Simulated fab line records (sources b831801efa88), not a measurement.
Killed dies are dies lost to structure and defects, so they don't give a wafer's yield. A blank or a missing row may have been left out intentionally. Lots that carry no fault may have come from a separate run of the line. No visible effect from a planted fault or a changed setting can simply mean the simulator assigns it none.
fab line records -- flow sky130
[record] lots = 6, wafers = 18, lastDay = 50
route steps=708 shown LDD_HVP@287 LDD_LDN@289 PAD_OPEN@708
lots untouched by any fault: they come from a run of this same line in which no faults occurred
startH: hours from the record's first day to the start of the lot's first wafer shown -- waitH: how many hours have passed since the lot's step before this one -- " unchanged from the row above -- L1.1+2: several wafers, shown together as one row -- - no value, or no start given -- * or withheld: withheld -- < > ~ a bound
route shown NAME@n: NAME is a module with steps in the file, n the number in the route of the first one -- usual: mean and standard deviation over wafers with no fault -- same: alike in all rows -- chamber/n: place in a boat -- sites: per-site readings -- _std_site: the standard deviation of these -- _edge_site: outer sites' mean less inner sites' -- radiusMm: how far each site lies from the wafer's centre -- mask NAME#n: copy n -- behind: the last tool/chamber to shape the wafer -- hold: the reason the lot was held/the length of the hold in hours/how it ended -- device: the n, p or np transistor that did not switch -- end of line: the tests these same wafers got at the end of their route -- a step without rows: its recipe alone -- killed: dies that structure and defects cost at the first sort, which is not the same as the wafer's yield -- map: shows each die of a wafer: x if killed, . if not, _ if none is there
set.NAME: the setting the step ran with; set.NAME@STEP: the setting that earlier step ran with -- model.NAME: the simulator's own value behind a step, which no gauge read
lots at selected steps of the route; one table per step, one row per wafer
services: a tool's chamber out of use, with start hour (startH, from the record's first day; less than 0 if before it), hours out, and reason
[[steps]]
[step SKY_LDD_HVP_STRIP_09]
[recipe] chemistry = O2/N2, powerW = 1400, pressureMtorr = 1500, platenTempC = withheld, o2FlowSccm = 3000, n2FlowSccm = 300, overashFraction = 0.5
[usual] drypumpMotorCurrentA = 6.1/0.53, n2FlowSccm = 299.8/0.88, oesProductAu = 0.408/0.0047, stripTimeToEndpointS = 4.131/0.015
lot.wafer,tool,chamber,startH,waitH,drypumpMotorCurrentA,n2FlowSccm,oesProductAu,rfHoursCounterH,stripTimeToEndpointS
L869.1,plasmaAsher-04,0,532.88,0.1,5.7,299.8,0.399,75,4.149
L869.5,plasmaAsher-04,1,532.88,0.1,6.6,298.5,0.403,-,4.146
L869.6,plasmaAsher-04,0,532.88,0.1,5.8,299.8,0.417,-,4.117
L872.1,plasmaAsher-02,1,560.59,0.1,6.8,299.5,0.403,13,4.141
L872.5,plasmaAsher-02,0,560.59,0.1,6.1,298.8,0.415,-,4.129
L872.6,plasmaAsher-02,1,560.59,0.1,6.8,300.5,0.411,-,4.135
L873.3,plasmaAsher-03,1,567.41,0.1,5.3,299.1,0.416,-,4.161
L873.4,plasmaAsher-03,0,567.41,0.1,5.8,300.9,0.413,-,4.153
L873.6,plasmaAsher-03,1,567.41,0.1,5.3,299.9,0.405,-,4.151
L879.2,plasmaAsher-04,0,610.83,0.1,5.7,299.8,0.408,82,4.127
L879.4,plasmaAsher-04,1,610.83,0.1,6.6,301.1,0.406,-,4.127
L879.5,plasmaAsher-04,0,610.83,0.1,5.7,301.1,0.410,-,4.098
L885.3,plasmaAsher-04,1,664.32,0.1,6.6,299.5,0.414,-,4.130
L885.4,plasmaAsher-04,0,664.32,0.1,5.7,301.1,0.411,-,4.150
L885.5,plasmaAsher-04,0,664.32,0.1,5.7,300.3,0.413,-,4.130
L887.3,plasmaAsher-04,0,677.86,0.1,5.7,299.7,0.409,-,4.148
L887.4,plasmaAsher-04,1,677.86,0.1,6.6,301.4,0.411,-,4.126
L887.6,plasmaAsher-04,0,677.86,0.1,5.7,300.6,0.414,-,4.160
[step SKY_LDD_HVP_TW_MEAS_10]
[usual] LDD_HVP_TW = 454/6.1
lot.wafer,tool,chamber,startH,waitH,LDD_HVP_TW
L869.1,filmMetro-03,-,532.98,0.1,453
L869.5,filmMetro-03,-,532.98,0.1,453
L869.6,filmMetro-03,-,532.98,0.1,451
L872.1,filmMetro-01,-,560.69,0.1,465
L872.5,filmMetro-01,-,560.69,0.1,465
L872.6,filmMetro-01,-,560.69,0.1,465
L873.3,filmMetro-03,-,567.50,0.1,454
L873.4,filmMetro-03,-,567.50,0.1,452
L873.6,filmMetro-03,-,567.50,0.1,454
L879.2,filmMetro-02,-,610.94,0.1,445
L879.4,filmMetro-02,-,610.94,0.1,451
L879.5,filmMetro-02,-,610.94,0.1,445
L885.3,filmMetro-01,-,664.41,0.1,464
L885.4,filmMetro-01,-,664.41,0.1,462
L885.5,filmMetro-01,-,664.41,0.1,461
L887.3,filmMetro-01,-,677.95,0.1,464
L887.4,filmMetro-01,-,677.95,0.1,465
L887.6,filmMetro-01,-,677.95,0.1,464
[step SKY_LDD_LDN_DEHYDRATE_00]
[recipe] tempC = 200, timeS = 60
[step SKY_LDD_LDN_HMDS_01]
[recipe] primeTimeS = 60, primeTempC = 120
[step SKY_LDD_LDN_COAT_02]
[recipe] resist = NOVOLAK, spinRpm = 3000, resistThkNm = 1140
[step SKY_LDD_LDN_SOFTBAKE_03]
[recipe] tempC = 90, timeS = 60, resist = NOVOLAK
[step SKY_LDD_LDN_EXPOSE_04]
[recipe] maskId = LDNTM, na = 0.6, sourceShape = conventional, sigmaOuter = 0.6, polarization = unpolarized, targetCdNm = 700, doseMj = 140
[step SKY_LDD_LDN_PEB_05]
[recipe] tempC = withheld, timeS = *, resist = NOVOLAK
[step SKY_LDD_LDN_DEVELOP_06]
[recipe] resist = NOVOLAK, developer = TMAH, developTimeS = 60, devTempC = 23
[step SKY_LDD_LDN_OVL_MEAS_07]
[usual] LDD_LDN_OVL = 0.5/1.7
lot.wafer,tool,chamber,startH,waitH,LDD_LDN_OVL[nm]
L869.1,overlay-02,-,563.39,0.1,2.2
L869.5,overlay-02,-,563.39,0.1,2.6
L869.6,overlay-02,-,563.39,0.1,1.5
L872.1,overlay-02,-,589.94,0.1,1.0
L872.5,overlay-02,-,589.94,0.1,-0.6
L872.6,overlay-02,-,589.94,0.1,2.5
L873.3,overlay-02,-,597.01,0.1,-0.2
L873.4,overlay-02,-,597.01,0.1,-1.1
L873.6,overlay-02,-,597.01,0.1,-1.1
L879.2,overlay-01,-,638.80,0.1,1.6
L879.4,overlay-01,-,638.80,0.1,0.3
L879.5,overlay-01,-,638.80,0.1,2.3
L885.3,overlay-02,-,692.26,0.1,2.2
L885.4,overlay-02,-,692.26,0.1,1.8
L885.5,overlay-02,-,692.26,0.1,0.1
L887.3,overlay-01,-,705.31,0.1,0.6
L887.4,overlay-01,-,705.31,0.1,1.4
L887.6,overlay-01,-,705.31,0.1,2.2
[step SKY_LDD_LDN_IMPLANT_08]
[recipe] species = As, energyKev = 15, doseCm2 = 1.25e+13, tiltDeg = withheld, rotationDeg = 23
[step SKY_LDD_LDN_IMPLANT_09]
[recipe] species = As, energyKev = 15, doseCm2 = 1.25e+13, tiltDeg = withheld, rotationDeg = 113
[step SKY_LDD_LDN_IMPLANT_10]
[recipe] species = As, energyKev = 15, doseCm2 = 1.25e+13, tiltDeg = withheld, rotationDeg = 203
[usual] beamEnergyKeV = 15.000/0.0046, beamOnS = 9.99/0.2
lot.wafer,tool,chamber,startH,waitH,beamEnergyKeV,beamOnS
L869.1,implanter-02,0,563.73,0.1,15.003,9.89
L869.5,implanter-02,0,563.73,0.1,15.005,10.18
L869.6,implanter-02,0,563.73,0.1,15.003,10.20
L872.1,implanter-01,0,590.28,0.1,15.002,10.00
L872.5,implanter-01,0,590.28,0.1,15.001,9.96
L872.6,implanter-01,0,590.28,0.1,15.002,10.22
L872.1,implanter-01,0,590.60,0.3,15.009,10.05
L872.5,implanter-01,0,590.60,0.3,14.993,10.12
L872.6,implanter-01,0,590.60,0.3,15.001,9.83
L873.3,implanter-04,0,597.38,0.1,14.992,9.83
L873.4,implanter-04,0,597.38,0.1,14.998,9.89
L873.6,implanter-04,0,597.38,0.1,15.005,9.69
L879.2,implanter-01,0,639.15,0.1,15.004,9.86
L879.4,implanter-01,0,639.15,0.1,15.002,9.81
L879.5,implanter-01,0,639.15,0.1,15.003,9.84
L879.2,implanter-01,0,639.47,0.3,14.997,10.12
L879.4,implanter-01,0,639.47,0.3,14.997,10.08
L879.5,implanter-01,0,639.47,0.3,14.999,9.71
L885.3,implanter-02,0,692.63,0.1,14.989,9.82
L885.4,implanter-02,0,692.63,0.1,15.000,9.92
L885.5,implanter-02,0,692.63,0.1,15.001,9.99
L887.3,implanter-02,0,705.68,0.1,14.996,9.84
L887.4,implanter-02,0,705.68,0.1,15.002,9.83
L887.6,implanter-02,0,705.68,0.1,15.003,9.80
[step SKY_LDD_LDN_IMPLANT_11]
[recipe] species = As, energyKev = 15, doseCm2 = 1.25e+13, tiltDeg = withheld, rotationDeg = 293
[step SKY_LDD_LDN_STRIP_12]
[recipe] chemistry = O2/N2, powerW = 1400, pressureMtorr = 1500, platenTempC = withheld, o2FlowSccm = 3000, n2FlowSccm = 300, overashFraction = 0.5
[usual] drypumpMotorCurrentA = 5.9/0.4, n2FlowSccm = 300.1/0.99, oesProductAu = 0.716/0.0047, stripTimeToEndpointS = 14.19/0.04
lot.wafer,tool,chamber,startH,waitH,drypumpMotorCurrentA,n2FlowSccm,oesProductAu,rfHoursCounterH,stripTimeToEndpointS
L869.1,plasmaAsher-01,1,564.03,0.1,5.6,299.5,0.723,90,14.21
L869.5,plasmaAsher-01,1,564.03,0.1,5.6,299.5,0.721,-,14.21
L869.6,plasmaAsher-01,0,564.03,0.1,6.1,299.7,0.710,-,14.18
L872.1,plasmaAsher-04,1,590.90,0.1,6.6,300.3,0.717,81,14.15
L872.5,plasmaAsher-04,0,590.90,0.1,5.7,301.1,0.711,-,14.18
L872.6,plasmaAsher-04,1,590.90,0.1,6.6,299.7,0.711,-,14.13
L873.3,plasmaAsher-04,1,597.66,0.1,6.6,300.9,0.712,-,14.16
L873.4,plasmaAsher-04,0,597.66,0.1,5.7,301.7,0.723,-,14.21
L873.6,plasmaAsher-04,0,597.66,0.1,5.7,300.2,0.710,-,14.17
L879.2,plasmaAsher-01,0,639.75,0.1,6.1,301.1,0.712,98,14.20
L879.4,plasmaAsher-01,1,639.75,0.1,5.6,298.8,0.716,-,14.15
L879.5,plasmaAsher-01,0,639.75,0.1,6.1,300.2,0.723,-,14.14
L885.3,plasmaAsher-04,1,692.91,0.1,6.6,299.3,0.715,-,14.19
L885.4,plasmaAsher-04,0,692.91,0.1,5.7,300.6,0.717,-,14.21
L885.5,plasmaAsher-04,0,692.91,0.1,5.7,302.1,0.713,-,14.21
L887.3,plasmaAsher-04,1,705.96,0.1,6.6,300.5,0.713,-,14.21
L887.4,plasmaAsher-04,0,705.96,0.1,5.7,299.4,0.714,-,14.21
L887.6,plasmaAsher-04,1,705.96,0.1,6.5,299.7,0.704,-,14.21
[step SKY_LDD_LDN_TW_MEAS_13]
[usual] LDD_LDN_TW = 1473/19
lot.wafer,tool,chamber,startH,waitH,LDD_LDN_TW
L869.1,filmMetro-02,-,564.13,0.1,1461
L869.5,filmMetro-02,-,564.13,0.1,1460
L869.6,filmMetro-02,-,564.13,0.1,1463
L872.1,filmMetro-02,-,591.00,0.1,1558
L872.5,filmMetro-02,-,591.00,0.1,1556
L872.6,filmMetro-02,-,591.00,0.1,1571
L872.1,filmMetro-02,-,591.25,0.2,1552
L872.5,filmMetro-02,-,591.25,0.2,1564
L872.6,filmMetro-02,-,591.25,0.2,1570
L873.3,filmMetro-01,-,597.75,0.1,1507
L873.4,filmMetro-01,-,597.75,0.1,1512
L873.6,filmMetro-01,-,597.75,0.1,1511
L879.2,filmMetro-02,-,639.86,0.1,1566
L879.4,filmMetro-02,-,639.86,0.1,1569
L879.5,filmMetro-02,-,639.86,0.1,1560
L879.2,filmMetro-02,-,640.12,0.3,1561
L879.4,filmMetro-02,-,640.12,0.3,1553
L879.5,filmMetro-02,-,640.12,0.3,1564
L885.3,filmMetro-04,-,693.00,0.1,1465
L885.4,filmMetro-04,-,693.00,0.1,1473
L885.5,filmMetro-04,-,693.00,0.1,1474
L887.3,filmMetro-02,-,706.05,0.1,1470
L887.4,filmMetro-02,-,706.05,0.1,1453
L887.6,filmMetro-02,-,706.05,0.1,1454
[step SKY_LDD_LDN_CLEAN_14]
[recipe] chemistry = SC1/SC2, mix = 1:4:20, tempC = 70, timeS = 150, dry = n2Spin
[step SKY_PAD_OPEN_PROBE_99]
[usual] killed_at_M0_to_M3 = 44/7.4, killed_at_M4_up = 3.0/1.6, killedAtContacts = 24/5, killedAtFrontEnd = 15/4.6, killedAtOther = 0.4/0.65, killedDies = 86/9.6, killedOpen = 48/7.4, killedShort = 38/6.9
[same] grossDies = 492, killedAtBackSide = 0
lot.wafer,tool,chamber,startH,waitH,killed_at_M0_to_M3,killed_at_M4_up,killedAtContacts,killedAtFrontEnd,killedAtOther,killedDies,killedOpen,killedShort,model.etest.tipSonos.rsOhmSq
L869.1,prober-01,-,1108.28,0.1,48,2,21,7,0,78,43,35,2805
L869.5,prober-01,-,1108.48,0.2,57,2,22,20,0,101,64,37,2757
L869.6,prober-01,-,1108.53,0.2,48,0,26,13,0,87,51,36,2729
L872.1,prober-02,-,1118.91,0.1,52,4,23,25,0,104,58,46,2369
L872.5,prober-02,-,1119.11,0.2,51,2,20,16,1,90,49,39,2356
L872.6,prober-02,-,1119.16,0.2,51,1,23,10,1,86,48,37,2405
L873.3,prober-01,-,1123.87,0.2,52,3,29,22,2,108,57,50,2684
L873.4,prober-01,-,1123.92,0.2,38,3,25,29,0,95,48,47,2761
L873.6,prober-01,-,1124.02,0.2,33,3,24,19,1,80,45,35,2732
L885.3,prober-01,-,1187.36,0.2,51,5,25,12,1,94,54,40,2736
L885.4,prober-01,-,1187.41,0.2,47,5,19,8,0,79,47,32,2715
L885.5,prober-01,-,1187.46,0.2,39,1,31,19,0,90,59,31,2740
L887.3,prober-01,-,1190.62,0.2,39,8,25,17,0,89,48,41,2678
L887.4,prober-01,-,1190.67,0.2,45,4,21,11,0,81,43,38,2694
L887.6,prober-01,-,1190.77,0.2,37,2,30,14,0,83,38,45,2650
// killed by level:class
L869.1 LI_CONTACT:geometricParticle:open=9 METAL1:geometricParticle:short=9 VIA1:geometricParticle:open=8 VIA3:geometricParticle:open=8 VIA2:geometricParticle:open=6 CONTACT:geometricParticle:short=5 CONTACT:geometricParticle:open=5 METAL2:geometricParticle:short=5
L869.5 VIA1:geometricParticle:open=14 VIA2:geometricParticle:open=14 VIA3:geometricParticle:open=9 POLY_GATE:geometricParticle:short=8 METAL2:geometricParticle:short=7 CONTACT:geometricParticle:open=7 LI_CONTACT:geometricParticle:open=6 FIELD_ISO:geometricParticle:open=5
L869.6 VIA1:geometricParticle:open=15 CONTACT:geometricParticle:open=12 METAL1:geometricParticle:short=6 VIA1:geometricParticle:short=6 METAL2:geometricParticle:short=6 LI_CONTACT:geometricParticle:open=5 VIA2:geometricParticle:open=5 VIA3:geometricParticle:open=5
L872.1 VIA1:geometricParticle:open=13 POLY_GATE:geometricParticle:open=8 VIA3:geometricParticle:open=7 LI_CONTACT:geometricParticle:open=7 VIA2:geometricParticle:open=7 CONTACT:geometricParticle:open=6 METAL3:geometricParticle:short=6 POLY_GATE:geometricParticle:short=5
L872.5 VIA1:geometricParticle:open=18 VIA2:geometricParticle:open=7 CONTACT:geometricParticle:open=6 VIA2:geometricParticle:short=5 LI_CONTACT:geometricParticle:short=5 METAL1:geometricParticle:short=5 FIELD_ISO:geometricParticle:short=4 LI_CONTACT:geometricParticle:open=4
L872.6 VIA1:geometricParticle:open=15 VIA2:geometricParticle:open=9 CONTACT:geometricParticle:open=8 LI_CONTACT:geometricParticle:open=7 METAL1:geometricParticle:short=6 VIA1:geometricParticle:short=5 CONTACT:geometricParticle:short=4 VIA3:geometricParticle:open=4
L873.3 VIA1:geometricParticle:open=14 LI_CONTACT:geometricParticle:open=10 FIELD_ISO:geometricParticle:open=9 VIA1:geometricParticle:short=9 LOCAL_INTERCONNECT:geometricParticle:short=6 CONTACT:geometricParticle:short=6 CONTACT:geometricParticle:open=6 FIELD_ISO:geometricParticle:short=5
L873.4 VIA1:geometricParticle:open=10 CONTACT:geometricParticle:open=9 POLY_GATE:geometricParticle:short=9 FIELD_ISO:geometricParticle:open=7 FIELD_ISO:geometricParticle:short=7 LI_CONTACT:geometricParticle:open=6 METAL1:geometricParticle:short=5 METAL2:geometricParticle:short=5
L873.6 CONTACT:geometricParticle:open=8 FIELD_ISO:geometricParticle:open=7 VIA1:geometricParticle:open=6 FIELD_ISO:geometricParticle:short=5 LI_CONTACT:geometricParticle:open=5 VIA3:geometricParticle:open=5 METAL1:geometricParticle:short=5 LI_CONTACT:geometricParticle:short=4
L885.3 VIA1:geometricParticle:open=14 VIA3:geometricParticle:open=12 CONTACT:geometricParticle:open=8 VIA1:geometricParticle:short=7 CONTACT:geometricParticle:short=6 LI_CONTACT:geometricParticle:open=6 METAL2:geometricParticle:short=5 VIA2:geometricParticle:open=5
L885.4 VIA1:geometricParticle:open=14 METAL2:geometricParticle:short=10 CONTACT:geometricParticle:open=10 VIA3:geometricParticle:open=7 METAL1:geometricParticle:short=5 VIA2:geometricParticle:open=4 LI_CONTACT:geometricParticle:open=4 VIA2:geometricParticle:short=4
L885.5 CONTACT:geometricParticle:open=18 VIA1:geometricParticle:open=9 VIA3:geometricParticle:open=9 FIELD_ISO:geometricParticle:open=6 VIA2:geometricParticle:open=6 POLY_GATE:geometricParticle:short=4 VIA2:geometricParticle:short=4 VIA1:geometricParticle:short=3
L887.3 LI_CONTACT:geometricParticle:open=11 FIELD_ISO:geometricParticle:short=8 VIA1:geometricParticle:open=8 METAL2:geometricParticle:short=6 FIELD_ISO:geometricParticle:open=5 VIA3:geometricParticle:open=5 VIA3:geometricParticle:short=5 LI_CONTACT:geometricParticle:short=4
L887.4 CONTACT:geometricParticle:open=13 VIA1:geometricParticle:open=7 VIA3:geometricParticle:open=7 METAL1:geometricParticle:short=6 VIA2:geometricParticle:open=5 VIA1:geometricParticle:short=5 METAL2:geometricParticle:short=5 FIELD_ISO:geometricParticle:open=3
L887.6 CONTACT:geometricParticle:short=10 CONTACT:geometricParticle:open=8 VIA1:geometricParticle:open=8 VIA2:geometricParticle:open=7 FIELD_ISO:geometricParticle:open=5 LI_CONTACT:geometricParticle:open=5 LOCAL_INTERCONNECT:geometricParticle:short=5 METAL3:geometricParticle:short=5
[[services]]
tool,chamber,startH,hours,kind
plasmaAsher-01,-,519.53,15.6,pm
implanter-01,-,521.88,0.6,repair
implanter-02,-,527.11,3.9,repair
implanter-02,-,534.21,2.2,repair
implanter-04,-,539.11,1.5,repair
implanter-04,-,557.07,2.6,repair
implanter-01,-,572.40,3.0,repair
plasmaAsher-04,-,598.25,7.4,repair
implanter-02,-,608.51,1.4,repair
implanter-04,-,613.76,0.7,repair
plasmaAsher-04,-,641.80,4.8,repair
plasmaAsher-02,-,642.93,5.8,repair
plasmaAsher-04,-,652.52,3.4,repair
implanter-02,-,656.15,8.4,repair
implanter-04,-,687.49,2.1,repair
implanter-02,-,694.85,1.3,repair
[[key]]
[firstSign] step = SKY_LDD_LDN_IMPLANT_10, reading = visit, direction = added
[effect] step = SKY_LDD_LDN_TW_MEAS_13, reading = visit, direction = added
[modelEffect] step = SKY_PAD_OPEN_PROBE_99, value = etest.tipSonos.rsOhmSq, without = 2666, struck = 2377
metAt SKY_LDD_LDN_IMPLANT_10
struckWafers L872.1,L872.5,L872.6,L879.2,L879.4,L879.5
rowsEnd L879.2,L879.4,L879.5
testerLeftOut L872
[fault] kind = repeatedStepWhole, tool = implanter-01,implanter-02,implanter-04, chamber = -, onsetH = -, steps = SKY_LDD_LDN_IMPLANT_10, times = 1, scope = struckLotsOnly
// testerLeftOut: of these lots the tester's yield and bins aren't shown, on N5 and GAA mostly nor the transistor test; their killed dies are dies lost to structure and defects alone, not to doping, threshold or leakage, so they don't give the yield
// rowsEnd: these wafers met a further fault down the route, and their rows from its step on are left out
